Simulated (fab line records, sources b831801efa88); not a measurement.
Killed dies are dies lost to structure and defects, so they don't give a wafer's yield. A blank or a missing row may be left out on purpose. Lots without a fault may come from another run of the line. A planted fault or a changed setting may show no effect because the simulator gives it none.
fab line records | flow sky130
record lots=5 wafers=15 last_day=50
route steps=708 shown METAL1@455 VIA1@458 METAL2@483
lots that met no fault: from a run of the same line without faults
start_h: hours from the record's first day to the start of the lot's first wafer shown | wait_h: hours since the lot's step before | " the same as in the row above | L1.1+2: a row that stands for several wafers | - no value, or no start given | * or withheld: withheld | < > ~ a bound
route shown NAME@n: a module of which the file shows steps, and the number in the route of the first | usual: mean/standard deviation of fault-free wafers | same: alike in all rows | chamber/n: place in a boat | sites: the reading at each site | _std_site: their standard deviation | _edge_site: outer sites' mean less inner sites' | radius_mm: how far each site lies from the wafer's centre | mask NAME#n: copy n | behind: the tool/chamber that last shaped the wafer | hold: why the lot was held/for how many hours/how that ended | device: the transistor (n, p or np) that didn't switch | end of line: the same wafers' tests at the end of the route | a step without rows: its recipe alone | killed: dies lost to structure and defects at the first sort, not the wafer's yield | map: a wafer's dies, x killed, . not, _ none there
set.NAME: the setting as run; set.NAME@STEP: as run at that earlier step | model.NAME: the simulator's own value behind a step, which no gauge read
lots at some steps of the route; a table a step, a row a wafer
services: from which hour (start_h, from the record's first day; less than 0 if before it) a tool's chamber was out of use, for how many hours, and why
## steps
# step SKY_METAL1_STRIP_21
# recipe chemistry=post_etch_residue_remover time_s=1200 temp_c=72.5
# columns lot.wafer tool chamber start_h wait_h
L075.3+4+6 wet_bench-02 1 756.93 0.0
L078.2+4+6 wet_bench-04 0 791.28 0.1
L091.2+4+5 wet_bench-04 2 927.86 0.1
L094.1+3+4 wet_bench-03 2 929.56 0.1
L096.4+5+6 wet_bench-03 0 933.87 0.0
# step SKY_METAL1_CLEAN_22
# recipe chemistry=IPA time_s=180 temp_c=25
# columns lot.wafer tool chamber start_h wait_h
L075.3+4+6 wet_bench-03 0 757.30 0.0
L078.2+4+6 wet_bench-02 0 791.62 0.0
L091.2+4+5 wet_bench-03 3 928.20 0.0
L094.1+3+4 wet_bench-02 2 929.90 0.0
L096.4+5+6 wet_bench-04 2 934.22 0.0
# step SKY_METAL1_CLEAN_23
# recipe chemistry=O3/DIW dry=n2_spin
# columns lot.wafer tool chamber start_h wait_h
L075.3+4+6 wet_bench-02 3 757.37 0.0
L078.2+4+6 wet_bench-03 3 791.68 0.0
L091.2+4+5 wet_bench-04 0 928.26 0.0
L094.1+3+4 wet_bench-04 0 929.96 0.0
L096.4+5+6 wet_bench-02 0 934.28 0.0
# step SKY_VIA1_HDPCVD_00
# recipe material=SiO2 target_thk_nm=1030 sigma_open_frac=0.3 time_s=171.7 temp_c=400 sih4_flow_sccm=60 pressure_mtorr=6
# columns lot.wafer tool chamber start_h wait_h
L075.3+4+6 hdpcvd-02 1,1,0 757.47 0.0
L078.2+4+6 hdpcvd-02 0,1,0 791.77 0.0
L091.2+4+5 hdpcvd-01 2,2,0 928.35 0.0
L094.1+3+4 hdpcvd-02 0,2,1 930.05 0.0
L096.4+5+6 hdpcvd-02 1,0,2 934.43 0.1
# step SKY_VIA1_THK_MEAS_01
# recipe reads=SiO2_of_VIA1_HDPCVD_00
# usual VIA1_HDPCVD_THK=1024/12
# columns lot.wafer tool chamber start_h wait_h VIA1_HDPCVD_THK[nm]
L075.3 film_metro-04 - 757.60 0.1 1047
L075.4 " - " " 1040
L075.6 " - " " 1040
L078.2 film_metro-04 - 791.89 0.1 1035
L078.4 " - " " 1027
L078.6 " - " " 1038
L091.2 film_metro-02 - 928.47 0.1 1035
L091.4 " - " " 1034
L091.5 " - " " 1026
L094.1 film_metro-04 - 930.23 0.1 1031
L094.3 " - " " 1033
L094.4 " - " " 1043
L096.4 film_metro-03 - 934.57 0.1 1014
L096.5 " - " " 1017
L096.6 " - " " 1008
# step SKY_VIA1_CMP_02
# recipe material=SiO2 down_force_psi=4 platen_rpm=59.53 pad_velocity_m_s=0.94248
# usual motor_current_A=12.6/0.93
# columns lot.wafer tool chamber start_h wait_h motor_current_A
L075.3 cmp-02 2 757.69 0.1 13.3
L075.4 " 0 " " 12.2
L075.6 " 1 " " 11.9
L078.2 cmp-02 3 791.99 0.1 13.1
L078.4 " 0 " " 11.8
L078.6 " 2 " " 14.9
L091.4 cmp-02 1 928.62 0.1 12.3
L091.2 " 2 " " 13.8
L091.5 " 0 " " 12.9
L094.4 cmp-02 1 930.29 0.0 12.3
L094.1 " 3 " " 12.8
L094.3 " 0 " " 12.6
L096.4 cmp-02 1 934.75 0.2 12.5
L096.6 " 2 " " 14.1
L096.5 " 3 " " 13.1
# step SKY_VIA1_BOW_MEAS_03
# recipe mode=bow
# usual VIA1_BOW=83/6.9
# columns lot.wafer tool chamber start_h wait_h VIA1_BOW[um]
L075.3 film_metro-02 - 757.98 0.2 79
L075.4 " - " " 88
L075.6 " - " " 82
L078.2 film_metro-04 - 792.26 0.2 81
L078.4 " - " " 80
L078.6 " - " " 87
L091.2 film_metro-02 - 928.84 0.1 89
L091.4 " - " " 71
L091.5 " - " " 85
L094.1 film_metro-02 - 930.59 0.1 87
L094.3 " - " " 92
L094.4 " - " " 86
L096.4 film_metro-02 - 934.96 0.2 93
L096.5 " - " " 94
L096.6 " - " " 94
# step SKY_VIA1_DEHYDRATE_04
# recipe temp_c=200 time_s=60
# columns lot.wafer tool chamber start_h wait_h
L075.3+4+6 litho_track-02 0 770.19 12.2
L078.2+4+6 litho_track-02 0 805.11 12.8
L091.2+4+5 litho_track-01 0 939.79 10.9
L094.1+3+4 litho_track-02 0 942.89 12.3
L096.4+5+6 litho_track-03 0 947.90 12.9
# step SKY_VIA1_HMDS_05
# recipe prime_time_s=60 prime_temp_c=120
# columns lot.wafer tool chamber start_h wait_h
L075.3+4+6 litho_track-02 0 770.34 0.1
L078.2+4+6 litho_track-02 0 805.26 0.1
L091.2+4+5 litho_track-01 0 939.94 0.1
L094.1+3+4 litho_track-02 0 943.04 0.1
L096.4+5+6 litho_track-03 0 948.05 0.1
# step SKY_VIA1_COAT_06
# recipe resist=BARC temp_c=withheld time_s=withheld spin_rpm=3000 resist_thk_nm=60
# usual dispense_pressure_kPa=48.6/1.1
# columns lot.wafer tool chamber start_h wait_h dispense_pressure_kPa
L075.3 litho_track-02 0 770.49 0.1 49.2
L075.4 " 0 " " 49.2
L075.6 " 0 " " 49.3
L078.2 litho_track-02 0 805.41 0.1 49.3
L078.4 " 0 " " 49.2
L078.6 " 0 " " 49.2
L091.2 litho_track-01 0 940.09 0.1 47.1
L091.4 " 0 " " 47.1
L091.5 " 0 " " 47.1
L094.1 litho_track-02 0 943.19 0.1 49.2
L094.3 " 0 " " 49.2
L094.4 " 0 " " 49.2
L096.4 litho_track-03 0 948.20 0.1 49.6
L096.5 " 0 " " 49.6
L096.6 " 0 " " 49.6
# step SKY_VIA1_COAT_07
# recipe resist=KrF-thick spin_rpm=3000 resist_thk_nm=450
# usual dispense_pressure_kPa=48.5/1.1
# columns lot.wafer tool chamber start_h wait_h dispense_pressure_kPa
L075.3 litho_track-02 0 - - 49.3
L075.4 " 0 " " 49.2
L075.6 " 0 " " 49.3
L078.2 litho_track-02 0 - - 49.2
L078.4 " 0 " " 49.2
L078.6 " 0 " " 49.3
L091.2 litho_track-01 0 - - 47.0
L091.4 " 0 " " 47.0
L091.5 " 0 " " 47.0
L094.1 litho_track-02 0 - - 49.1
L094.3 " 0 " " 49.1
L094.4 " 0 " " 49.1
L096.4 litho_track-03 0 - - 49.5
L096.5 " 0 " " 49.5
L096.6 " 0 " " 49.5
# step SKY_VIA1_SOFTBAKE_08
# recipe temp_c=100 time_s=90 resist=KrF-thick
# columns lot.wafer tool chamber start_h wait_h
L075.3+4+6 litho_track-02 0 - -
L078.2+4+6 litho_track-02 0 - -
L091.2+4+5 litho_track-01 0 - -
L094.1+3+4 litho_track-02 0 - -
L096.4+5+6 litho_track-03 0 - -
# step SKY_VIA1_EXPOSE_09
# recipe mask_id=VIM na=0.8 source_shape=annular sigma_inner=0.55 sigma_outer=0.85 target_cd_nm=150 dose_mj=38
# columns lot.wafer tool chamber start_h wait_h mask
L075.3+4+6 krf_scanner-02 0 - - VIM#0
L078.2+4+6 krf_scanner-01 0 - - VIM#0
L091.2+4+5 krf_scanner-01 0 - - VIM#0
L094.1+3+4 krf_scanner-01 0 - - VIM#0
L096.4+5+6 krf_scanner-02 0 - - VIM#0
# step SKY_VIA1_PEB_10
# recipe peb_temp_c=withheld peb_time_s=withheld resist=KrF-thick
# columns lot.wafer tool chamber start_h wait_h
L075.3+4+6 litho_track-03 0 - -
L078.2+4+6 litho_track-03 0 - -
L091.2+4+5 litho_track-01 0 - -
L094.1+3+4 litho_track-01 0 - -
L096.4+5+6 litho_track-01 0 - -
# step SKY_VIA1_DEVELOP_11
# recipe develop_time_s=60 resist=KrF-thick dev_temp_c=21
# columns lot.wafer tool chamber start_h wait_h
L075.3+4+6 litho_track-03 0 - -
L078.2+4+6 litho_track-03 0 - -
L091.2+4+5 litho_track-01 0 - -
L094.1+3+4 litho_track-01 0 - -
L096.4+5+6 litho_track-01 0 - -
# step SKY_VIA1_CD_MEAS_12
# recipe target_cd_nm=150
# usual cd_nm=149.7/1.8
# columns lot.wafer tool chamber start_h wait_h cd_nm
L075.3 cd_sem-02 - 785.16 - 147.6
L075.4 " - " " 146.6
L075.6 " - " " 146.7
L078.2 cd_sem-01 - 818.84 - 148.7
L078.4 " - " " 150.4
L078.6 " - " " 148.3
L091.2 cd_sem-01 - 952.89 - 148.2
L091.4 " - " " 148.2
L091.5 " - " " 150.8
L094.1 cd_sem-01 - 955.12 - 147.8
L094.3 " - " " 149.0
L094.4 " - " " 149.8
L096.4 cd_sem-01 - 959.53 - 147.8
L096.5 " - " " 147.3
L096.6 " - " " 148.0
# step SKY_VIA1_OVL_MEAS_13
# usual VIA1_OVL=0/5.7
# columns lot.wafer tool chamber start_h wait_h VIA1_OVL[nm]
L075.3 overlay-01 - 785.26 0.1 4
L075.4 " - " " -8
L075.6 " - " " -7
L078.2 overlay-02 - 818.95 0.1 -1
L078.4 " - " " 3
L078.6 " - " " -3
L091.2 overlay-02 - 952.99 0.1 0
L091.4 " - " " 2
L091.5 " - " " 5
L094.1 overlay-01 - 955.24 0.1 2
L094.3 " - " " 0
L094.4 " - " " 3
L096.4 overlay-02 - 959.60 0.1 -2
L096.5 " - " " -3
L096.6 " - " " 1
# step SKY_VIA1_ETCH_14
# recipe chemistry=N2/H2 target=BARC ion_energy_ev=200 source_w=500 bias_w=100 pressure_mtorr=30 n2_flow_sccm=100 h2_flow_sccm=200 stop_on=SiO2 time_s=45.9 target_depth_a=600
# usual drypump_motor_current_A=5.72/0.24 oes_product_au=0.855/0.005 throttle_valve_pct=13.225/0.0086
# columns lot.wafer tool chamber start_h wait_h drypump_motor_current_A oes_product_au rf_hours_counter_h throttle_valve_pct
L075.3 rie_diel-03 2 785.28 0.0 5.42 0.859 14 13.233
L075.4 " 1 " " 5.87 0.860 15 13.233
L075.6 " 0 " " 5.62 0.847 - 13.213
L078.2 rie_diel-01 0 818.98 0.0 5.96 0.851 33 13.230
L078.4 " 3 " " 5.18 0.853 2 13.222
L078.6 " 1 " " 5.88 0.860 - 13.225
L091.2 rie_diel-04 0 953.02 0.0 5.98 0.849 20 13.221
L091.4 " 1 " " 5.48 0.854 17 13.233
L091.5 " 1 " " 5.48 0.855 - 13.217
L094.1 rie_diel-04 1 955.27 0.0 5.50 0.860 17 13.218
L094.3 " 2 " " 5.61 0.861 14 13.232
L094.4 " 0 " " 5.98 0.861 20 13.218
L096.4 rie_diel-03 2 959.62 0.0 5.43 0.853 19 13.229
L096.5 " 1 " " 5.83 0.849 - 13.225
L096.6 " 0 " " 5.65 0.853 - 13.229
# step SKY_VIA1_ETCH_15
# recipe target=SiO2 chemistry=C4F8/O2/Ar target_depth_nm=351 stop_on=TiN mask_material=KrF-thick source_w=1500 bias_w=1200 pressure_mtorr=40 c4f8_flow_sccm=withheld O2_flow_sccm=6 Ar_flow_sccm=300 time_s=54
# usual oes_product_au=0.981/0.0063
# columns lot.wafer tool chamber start_h wait_h oes_product_au
L075.3 rie_diel-03 2 785.32 0.0 0.989
L075.4 " 1 " " 0.976
L075.6 " 0 " " 0.984
L078.2 rie_diel-01 0 819.02 0.0 0.975
L078.4 " 3 " " 0.988
L078.6 " 1 " " 0.979
L091.2 rie_diel-04 0 953.06 0.0 0.986
L091.4 " 1 " " 0.980
L091.5 " 1 " " 0.981
L094.1 rie_diel-04 1 955.31 0.0 0.987
L094.3 " 2 " " 0.980
L094.4 " 0 " " 0.979
L096.4 rie_diel-03 2 959.66 0.0 0.985
L096.5 " 1 " " 0.985
L096.6 " 0 " " 0.984
# step SKY_VIA1_STRIP_16
# recipe chemistry=O2/N2 power_w=1400 pressure_mtorr=1500 platen_temp_c=withheld o2_flow_sccm=3000 n2_flow_sccm=300 overash_fraction=0.5
# usual drypump_motor_current_A=5.7/0.42 oes_product_au=0.416/0.0048 strip_time_to_endpoint_s=4.461/0.02
# columns lot.wafer tool chamber start_h wait_h drypump_motor_current_A oes_product_au rf_hours_counter_h strip_time_to_endpoint_s
L075.3 plasma_asher-01 0 785.40 0.1 5.6 0.420 - 4.442
L075.4 " 1 " " 4.8 0.424 - 4.485
L075.6 " 0 " " 5.6 0.415 - 4.457
L078.2 plasma_asher-02 0 819.07 0.0 6.0 0.416 71 4.479
L078.4 " 1 " " 6.1 0.413 - 4.458
L078.6 " 1 " " 6.0 0.416 - 4.456
L091.2 plasma_asher-02 0 953.11 0.0 6.0 0.420 85 4.479
L091.4 " 1 " " 6.0 0.418 - 4.447
L091.5 " 0 " " 6.0 0.419 - 4.450
L094.1 plasma_asher-02 1 955.36 0.0 6.0 0.419 86 4.422
L094.3 " 0 " " 6.0 0.418 - 4.446
L094.4 " 1 " " 6.0 0.412 - 4.470
L096.4 plasma_asher-01 0 959.74 0.1 5.6 0.420 - 4.424
L096.5 " 0 " " 5.6 0.416 - 4.448
L096.6 " 1 " " 4.9 0.412 - 4.456
# step SKY_VIA1_STRIP_17
# recipe chemistry=post_etch_residue_remover time_s=1200 temp_c=72.5
# columns lot.wafer tool chamber start_h wait_h
L075.3+4+6 wet_bench-02 3 785.47 0.0
L078.2+4+6 wet_bench-01 1 819.17 0.1
L091.2+4+5 wet_bench-01 0 953.21 0.1
L094.1+3+4 wet_bench-01 2 955.46 0.1
L096.4+5+6 wet_bench-03 0 959.81 0.0
# step SKY_VIA1_CLEAN_18
# recipe chemistry=IPA time_s=180 temp_c=25
# columns lot.wafer tool chamber start_h wait_h
L075.3+4+6 wet_bench-03 1 785.81 0.0
L078.2+4+6 wet_bench-02 0 819.51 0.0
L091.2+4+5 wet_bench-03 3 953.55 0.0
L094.1+3+4 wet_bench-02 1 955.80 0.0
L096.4+5+6 wet_bench-02 2 960.15 0.0
# step SKY_VIA1_CLEAN_19
# recipe chemistry=O3/DIW dry=n2_spin
# columns lot.wafer tool chamber start_h wait_h
L075.3+4+6 wet_bench-01 2 785.87 0.0
L078.2+4+6 wet_bench-03 1 819.57 0.0
L091.2+4+5 wet_bench-01 1 953.61 0.0
L094.1+3+4 wet_bench-01 0 955.86 0.0
L096.4+5+6 wet_bench-03 1 960.21 0.0
# step SKY_VIA1_SPUTTER_20
# recipe material=TiN target_thk_nm=20 chamber_pressure_pa=5 power_w=4000 time_s=80
# usual throttle_valve_pct=29.8/1.3
# columns lot.wafer tool chamber start_h wait_h throttle_valve_pct
L075.3 pvd_sputter-04 - 785.96 0.0 29.5
L075.4 " - " " 31.6
L075.6 " - " " 28.4
L078.2 pvd_sputter-01 - 819.77 0.0 29.4
L078.4 " - " " 31.2
L078.6 " - " " 29.6
L091.2 pvd_sputter-03 - 953.70 0.0 29.5
L091.4 " - " " 29.2
L091.5 " - " " 29.1
L094.1 pvd_sputter-01 - 955.95 0.0 29.5
L094.3 " - " " 32.7
L094.4 " - " " 30.0
L096.4 pvd_sputter-04 - 960.33 0.0 29.4
L096.5 " - " " 29.9
L096.6 " - " " 31.4
# step SKY_VIA1_CVD_21
# recipe material=W target_thk_nm=270 time_s=80.902 temp_c=400 pressure_torr=40
# usual heater_power_outer_w=550/77 heater_power_w=905/96
# columns lot.wafer tool chamber start_h wait_h heater_power_outer_w heater_power_w
L075.3 cvd_w-02 0 786.05 0.1 449 742
L075.4 " 1 " " 612 997
L075.6 " 0 " " 438 756
L078.2 cvd_w-02 1 819.83 0.0 618 976
L078.4 " 0 " " 439 742
L078.6 " 0 " " 445 743
L091.2 cvd_w-01 0 953.76 0.0 494 880
L091.4 " 1 " " 638 1020
L091.5 " 0 " " 497 871
L094.1 cvd_w-02 0 956.01 0.0 435 729
L094.3 " 1 " " 571 902
L094.4 " 0 " " 442 747
L096.4 cvd_w-01 1 960.39 0.0 636 1016
L096.5 " 1 " " 648 1023
L096.6 " 0 " " 498 884
# step SKY_VIA1_RS_MEAS_22
# recipe thk_meas_gauge=four-point-probe reads=W_of_VIA1_CVD_21+TiN_of_VIA1_SPUTTER_20
# usual VIA1_W_RS=0.428/0.0043
# columns lot.wafer tool chamber start_h wait_h VIA1_W_RS[ohm/sq]
L075.3 film_metro-02 - 786.15 0.1 0.429
L075.4 " - " " 0.436
L075.6 " - " " 0.431
L078.2 film_metro-03 - 819.94 0.1 0.426
L078.4 " - " " 0.424
L078.6 " - " " 0.425
L091.2 film_metro-02 - 953.88 0.1 0.426
L091.4 " - " " 0.423
L091.5 " - " " 0.423
L094.1 film_metro-02 - 956.19 0.1 0.435
L094.3 " - " " 0.431
L094.4 " - " " 0.432
L096.4 film_metro-03 - 960.52 0.1 0.423
L096.5 " - " " 0.421
L096.6 " - " " 0.425
# step SKY_VIA1_THK_MEAS_23
# recipe thk_meas_gauge=xrf reads=W_of_VIA1_CVD_21
# usual VIA1_W_THK=276/3.9
# columns lot.wafer tool chamber start_h wait_h VIA1_W_THK[nm]
L075.3 film_metro-02 - 786.25 0.1 270
L075.4 " - " " 267
L075.6 " - " " 269
L078.2 film_metro-03 - 820.05 0.1 278
L078.4 " - " " 280
L078.6 " - " " 279
L091.2 film_metro-02 - 953.99 0.1 273
L091.4 " - " " 277
L091.5 " - " " 276
L094.1 film_metro-02 - 956.31 0.1 269
L094.3 " - " " 271
L094.4 " - " " 270
L096.4 film_metro-03 - 960.61 0.1 281
L096.5 " - " " 282
L096.6 " - " " 280
# step SKY_VIA1_CMP_24
# recipe stop_on=SiO2 t_overpolish_s=15 down_force_psi=3.5 platen_rpm=60 target_thk_nm=0 pad_velocity_m_s=0.94248
# usual motor_current_A=11.5/0.87 overpolish_run_s=14.999/0.0089 time_to_endpoint_s=65/3.4
# columns lot.wafer tool chamber start_h wait_h motor_current_A overpolish_run_s time_to_endpoint_s
L075.3 cmp-02 2 786.29 0.0 13.3 15.008 64
L075.4 " 3 " " 11.4 14.993 62
L075.6 " 3 " " 12.0 14.982 62
L078.2 cmp-02 1 820.15 0.1 11.9 14.989 70
L078.4 " 3 " " 12.2 15.011 62
L078.6 " 0 " " 11.4 14.984 60
L091.4 cmp-01 2 954.09 0.1 10.7 14.997 68
L091.2 " 3 " " 10.8 14.992 66
L091.5 " 2 " " 10.5 14.996 65
L094.4 cmp-02 2 956.44 0.1 13.0 15.012 59
L094.3 " 3 " " 12.2 15.006 60
L094.1 " 0 " " 11.5 15.000 59
L096.4 cmp-02 2 960.79 0.2 13.3 14.982 62
L096.6 " 3 " " 12.3 15.001 63
L096.5 " 0 " " 11.5 14.990 61
# step SKY_METAL2_SPUTTER_00
# recipe material=Ti target_thk_nm=15 power_w=3000 time_s=10 chamber_pressure_pa=0.4
# usual throttle_valve_pct=30.3/1.4
# columns lot.wafer tool chamber start_h wait_h throttle_valve_pct
L075.3 pvd_sputter-02 - 786.59 0.2 31.4
L075.4 " - " " 31.4
L075.6 " - " " 31.5
L078.2 pvd_sputter-04 - 820.40 0.2 29.9
L078.4 " - " " 29.4
L078.6 " - " " 29.4
L091.2 pvd_sputter-04 - 954.34 0.1 29.5
L091.4 " - " " 28.5
L091.5 " - " " 31.7
L094.1 pvd_sputter-04 - 956.74 0.1 29.5
L094.3 " - " " 28.3
L094.4 " - " " 29.2
L096.4 pvd_sputter-02 - 960.94 0.1 28.6
L096.5 " - " " 31.7
L096.6 " - " " 31.4
# step SKY_METAL2_SPUTTER_01
# recipe material=TiN target_thk_nm=20 power_w=6500 time_s=16.16 chamber_pressure_pa=0.4
# usual throttle_valve_pct=30.3/1.4
# columns lot.wafer tool chamber start_h wait_h throttle_valve_pct
L075.3 pvd_sputter-02 - 786.62 0.0 31.9
L075.4 " - " " 31.4
L075.6 " - " " 31.8
L078.2 pvd_sputter-04 - 820.42 0.0 29.7
L078.4 " - " " 29.5
L078.6 " - " " 29.6
L091.2 pvd_sputter-04 - 954.36 0.0 29.3
L091.4 " - " " 28.2
L091.5 " - " " 32.0
L094.1 pvd_sputter-04 - 956.76 0.0 29.7
L094.3 " - " " 28.1
L094.4 " - " " 29.3
L096.4 pvd_sputter-02 - 960.96 0.0 28.5
L096.5 " - " " 31.5
L096.6 " - " " 31.2
# step SKY_METAL2_SPUTTER_02
# recipe material=AlCu target_thk_nm=250 power_w=10600 time_s=13.3 chamber_pressure_pa=0.4
# usual throttle_valve_pct=30.3/1.4
# columns lot.wafer tool chamber start_h wait_h throttle_valve_pct
L075.3 pvd_sputter-02 - 786.64 0.0 31.5
L075.4 " - " " 31.2
L075.6 " - " " 31.9
L078.2 pvd_sputter-04 - 820.45 0.0 29.8
L078.4 " - " " 29.5
L078.6 " - " " 29.4
L091.2 pvd_sputter-04 - 954.38 0.0 29.0
L091.4 " - " " 28.5
L091.5 " - " " 31.5
L094.1 pvd_sputter-04 - 956.79 0.0 29.7
L094.3 " - " " 28.3
L094.4 " - " " 29.3
L096.4 pvd_sputter-02 - 960.98 0.0 28.8
L096.5 " - " " 31.4
L096.6 " - " " 31.1
# step SKY_METAL2_SPUTTER_03
# recipe material=Ti target_thk_nm=5 power_w=3000 time_s=3.3 chamber_pressure_pa=0.4
# usual throttle_valve_pct=30.3/1.4
# columns lot.wafer tool chamber start_h wait_h throttle_valve_pct
L075.3 pvd_sputter-02 - 786.67 0.0 31.8
L075.4 " - " " 31.4
L075.6 " - " " 31.9
L078.2 pvd_sputter-04 - 820.47 0.0 29.7
L078.4 " - " " 29.3
L078.6 " - " " 29.5
L091.2 pvd_sputter-04 - 954.41 0.0 29.4
L091.4 " - " " 28.7
L091.5 " - " " 31.6
L094.1 pvd_sputter-04 - 956.81 0.0 30.1
L094.3 " - " " 28.3
L094.4 " - " " 29.5
L096.4 pvd_sputter-02 - 961.01 0.0 28.4
L096.5 " - " " 31.8
L096.6 " - " " 31.3
# step SKY_METAL2_SPUTTER_04
# recipe material=TiN target_thk_nm=70 power_w=6500 time_s=58.3 chamber_pressure_pa=0.4
# usual throttle_valve_pct=30.3/1.4
# columns lot.wafer tool chamber start_h wait_h throttle_valve_pct
L075.3 pvd_sputter-02 - 786.68 0.0 31.4
L075.4 " - " " 31.5
L075.6 " - " " 31.6
L078.2 pvd_sputter-04 - 820.49 0.0 30.0
L078.4 " - " " 29.5
L078.6 " - " " 29.7
L091.2 pvd_sputter-04 - 954.43 0.0 29.2
L091.4 " - " " 28.5
L091.5 " - " " 31.5
L094.1 pvd_sputter-04 - 956.83 0.0 29.7
L094.3 " - " " 28.5
L094.4 " - " " 29.1
L096.4 pvd_sputter-02 - 961.03 0.0 28.7
L096.5 " - " " 31.4
L096.6 " - " " 31.4
# step SKY_METAL2_RS_MEAS_05
# recipe thk_meas_gauge=four-point-probe reads=TiN_of_METAL2_SPUTTER_04+Ti_of_METAL2_SPUTTER_03+AlCu_of_METAL2_SPUTTER_02+TiN_of_METAL2_SPUTTER_01+Ti_of_METAL2_SPUTTER_00
# usual METAL2_ALCU_RS=0.1270/0.0016
# columns lot.wafer tool chamber start_h wait_h METAL2_ALCU_RS[ohm/sq]
L075.3 film_metro-02 - 786.77 0.1 0.1268
L075.4 " - " " 0.1276
L075.6 " - " " 0.1268
L078.2 film_metro-01 - 820.56 0.0 0.1285
L078.4 " - " " 0.1281
L078.6 " - " " 0.1289
L091.2 film_metro-04 - 954.50 0.0 0.1287
L091.4 " - " " 0.1279
L091.5 " - " " 0.1277
L094.1 film_metro-01 - 956.88 0.0 0.1286
L094.3 " - " " 0.1278
L094.4 " - " " 0.1286
L096.4 film_metro-02 - 961.14 0.1 0.1272
L096.5 " - " " 0.1292
L096.6 " - " " 0.1283
# step SKY_METAL2_THK_MEAS_06
# recipe thk_meas_gauge=xrf reads=AlCu_of_METAL2_SPUTTER_02
# usual METAL2_ALCU_THK=250/3.2
# columns lot.wafer tool chamber start_h wait_h METAL2_ALCU_THK[nm]
L075.3 film_metro-02 - 786.87 0.1 249
L075.4 " - " " 250
L075.6 " - " " 251
L078.2 film_metro-01 - 820.67 0.1 246
L078.4 " - " " 248
L078.6 " - " " 245
L091.2 film_metro-04 - 954.61 0.1 247
L091.4 " - " " 251
L091.5 " - " " 251
L094.1 film_metro-01 - 957.00 0.1 243
L094.3 " - " " 246
L094.4 " - " " 248
L096.4 film_metro-02 - 961.23 0.1 249
L096.5 " - " " 247
L096.6 " - " " 249
# step SKY_METAL2_DEHYDRATE_07
# recipe temp_c=200 time_s=60
# columns lot.wafer tool chamber start_h wait_h
L075.3+4+6 litho_track-03 0 798.57 11.7
L078.2+4+6 litho_track-03 0 833.95 13.3
L091.2+4+5 litho_track-02 0 965.06 10.4
L094.1+3+4 litho_track-02 0 968.39 11.4
L096.4+5+6 litho_track-03 0 973.20 12.0
# step SKY_METAL2_HMDS_08
# recipe prime_time_s=60 prime_temp_c=120
# columns lot.wafer tool chamber start_h wait_h
L075.3+4+6 litho_track-03 0 798.72 0.1
L078.2+4+6 litho_track-03 0 834.10 0.1
L091.2+4+5 litho_track-02 0 965.21 0.1
L094.1+3+4 litho_track-02 0 968.54 0.1
L096.4+5+6 litho_track-03 0 973.35 0.1
# step SKY_METAL2_COAT_09
# recipe resist=BARC temp_c=withheld time_s=withheld spin_rpm=3000 resist_thk_nm=60
# usual dispense_pressure_kPa=48.9/0.6
# columns lot.wafer tool chamber start_h wait_h dispense_pressure_kPa
L075.3 litho_track-03 0 798.87 0.1 49.6
L075.4 " 0 " " 49.6
L075.6 " 0 " " 49.6
L078.2 litho_track-03 0 834.25 0.1 49.6
L078.4 " 0 " " 49.6
L078.6 " 0 " " 49.6
L091.2 litho_track-02 0 965.36 0.1 49.2
L091.4 " 0 " " 49.2
L091.5 " 0 " " 49.2
L094.1 litho_track-02 0 968.69 0.1 49.2
L094.3 " 0 " " 49.3
L094.4 " 0 " " 49.2
L096.4 litho_track-03 0 973.50 0.1 49.6
L096.5 " 0 " " 49.6
L096.6 " 0 " " 49.7
# step SKY_METAL2_COAT_10
# recipe resist=KrF-thick spin_rpm=3000 resist_thk_nm=450
# usual dispense_pressure_kPa=48.9/0.6
# columns lot.wafer tool chamber start_h wait_h dispense_pressure_kPa
L075.3 litho_track-03 0 - - 49.5
L075.4 " 0 " " 49.5
L075.6 " 0 " " 49.5
L078.2 litho_track-03 0 - - 49.5
L078.4 " 0 " " 49.4
L078.6 " 0 " " 49.5
L091.2 litho_track-02 0 - - 49.1
L091.4 " 0 " " 49.2
L091.5 " 0 " " 49.1
L094.1 litho_track-02 0 - - 49.2
L094.3 " 0 " " 49.2
L094.4 " 0 " " 49.1
L096.4 litho_track-03 0 - - 49.6
L096.5 " 0 " " 49.5
L096.6 " 0 " " 49.5
# step SKY_METAL2_SOFTBAKE_11
# recipe temp_c=100 time_s=90 resist=KrF-thick
# columns lot.wafer tool chamber start_h wait_h
L075.3+4+6 litho_track-03 0 - -
L078.2+4+6 litho_track-03 0 - -
L091.2+4+5 litho_track-02 0 - -
L094.1+3+4 litho_track-02 0 - -
L096.4+5+6 litho_track-03 0 - -
# step SKY_METAL2_EXPOSE_12
# recipe mask_id=MM2 na=0.8 source_shape=annular sigma_inner=0.55 sigma_outer=0.85 target_cd_nm=140 dose_mj=28.67
# columns lot.wafer tool chamber start_h wait_h mask
L075.3+4+6 krf_scanner-02 0 - - MM2#0
L078.2+4+6 krf_scanner-02 0 - - MM2#0
L091.2+4+5 krf_scanner-01 0 - - MM2#0
L094.1+3+4 krf_scanner-02 0 - - MM2#0
L096.4+5+6 krf_scanner-01 0 - - MM2#0
# step SKY_METAL2_PEB_13
# recipe peb_temp_c=withheld peb_time_s=withheld resist=KrF-thick
# columns lot.wafer tool chamber start_h wait_h
L075.3+4+6 litho_track-04 0 - -
L078.2+4+6 litho_track-02 0 - -
L091.2+4+5 litho_track-03 0 - -
L094.1+3+4 litho_track-03 0 - -
L096.4+5+6 litho_track-03 0 - -
# step SKY_METAL2_DEVELOP_14
# recipe develop_time_s=60 resist=KrF-thick dev_temp_c=21
# columns lot.wafer tool chamber start_h wait_h
L075.3+4+6 litho_track-04 0 - -
L078.2+4+6 litho_track-02 0 - -
L091.2+4+5 litho_track-03 0 - -
L094.1+3+4 litho_track-03 0 - -
L096.4+5+6 litho_track-03 0 - -
## services
# columns tool chamber start_h hours kind
krf_scanner-02 - 738.01 1.3 pm
krf_scanner-01 - 743.31 1.0 pm
cmp-02 - 746.48 0.5 repair
krf_scanner-02 - 747.04 1.0 pm
wet_bench-04 - 756.17 2.8 repair
pvd_sputter-02 - 756.60 17.2 repair
krf_scanner-01 - 767.21 0.8 pm
krf_scanner-02 - 794.75 0.8 pm
pvd_sputter-04 - 805.84 2.1 repair
krf_scanner-01 - 806.13 1.3 pm
krf_scanner-02 - 826.63 1.7 repair
cmp-02 - 832.09 5.0 repair
pvd_sputter-04 - 846.54 6.6 repair
wet_bench-03 - 848.87 1.6 repair
pvd_sputter-02 - 866.25 1.1 repair
wet_bench-01 - 872.38 6.9 repair
krf_scanner-02 - 910.08 36.0 pm
cmp-02 - 912.17 4.0 pm
krf_scanner-01 - 941.11 1.0 pm
krf_scanner-02 - 946.08 1.3 pm
krf_scanner-02 - 947.38 1.0 pm
krf_scanner-01 - 948.38 0.8 pm
cmp-02 - 982.57 4.1 pm
pvd_sputter-02 - 983.12 1.3 repair
## key
fault none
